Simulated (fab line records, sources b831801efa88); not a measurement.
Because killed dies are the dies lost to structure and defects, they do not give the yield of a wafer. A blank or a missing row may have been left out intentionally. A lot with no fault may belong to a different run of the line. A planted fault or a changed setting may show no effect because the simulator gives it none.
Chamber matching + flow gf180mcu + pecvd-04 running GF_V2_CVD_02: 3 sister chambers
The step deposits SiO2 from TEOS, target thk 850 nm, time 94.851 s. 3 wafers are shown with their chamber, then 7 later ones without.

WAFERS PAIRED WITH THEIR CHAMBERS
| wafer  | chamber | heater_power_w (W) |
|--------|---------|--------------------|
| L250.4 | 1       | 656                |
| L253.1 | 0       | 707                |
| L253.2 | 2       | 586                |

WAFERS WITH NO CHAMBER GIVEN
| wafer  | heater_power_w (W) |
|--------|--------------------|
| L253.5 | 786                |
| L258.1 | 636                |
| L258.2 | 701                |
| L258.5 | 594                |
| L260.1 | 854                |
| L260.3 | 651                |
| L260.5 | 697                |

THE CHAMBER EACH PASSED THROUGH
| wafer  | from the rows above          | in truth |
|--------|------------------------------|----------|
| L253.5 | can't be placed: 0 or 1 or 2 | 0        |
| L258.1 | can't be placed: 1 or 2 or 0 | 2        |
| L258.2 | can't be placed: 0 or 1 or 2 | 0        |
| L258.5 | can't be placed: 2 or 1 or 0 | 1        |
| L260.1 | can't be placed: 0 or 1 or 2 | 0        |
| L260.3 | can't be placed: 1 or 0 or 2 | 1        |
| L260.5 | can't be placed: 0 or 1 or 2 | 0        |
0 of 7 placed correctly. Cannot be placed on the basis of these rows: 7; the candidates contain the true chamber in 7. Number placed wrongly: 0.
How it was worked out, from the rows above alone: a wafer's distance from a chamber is the root of the sum, over the readings, of the square of ((its reading less the chamber's mean) divided by the reading's scatter). If the next closest chamber is less than 2 further off than the closest, the wafer can't be placed; otherwise it belongs to the closest. The mean given for a chamber averages the wafers shown for that chamber. The scatter: root of mean squared gap, hidden wafer to nearest shown wafer, with one shown wafer a chamber.
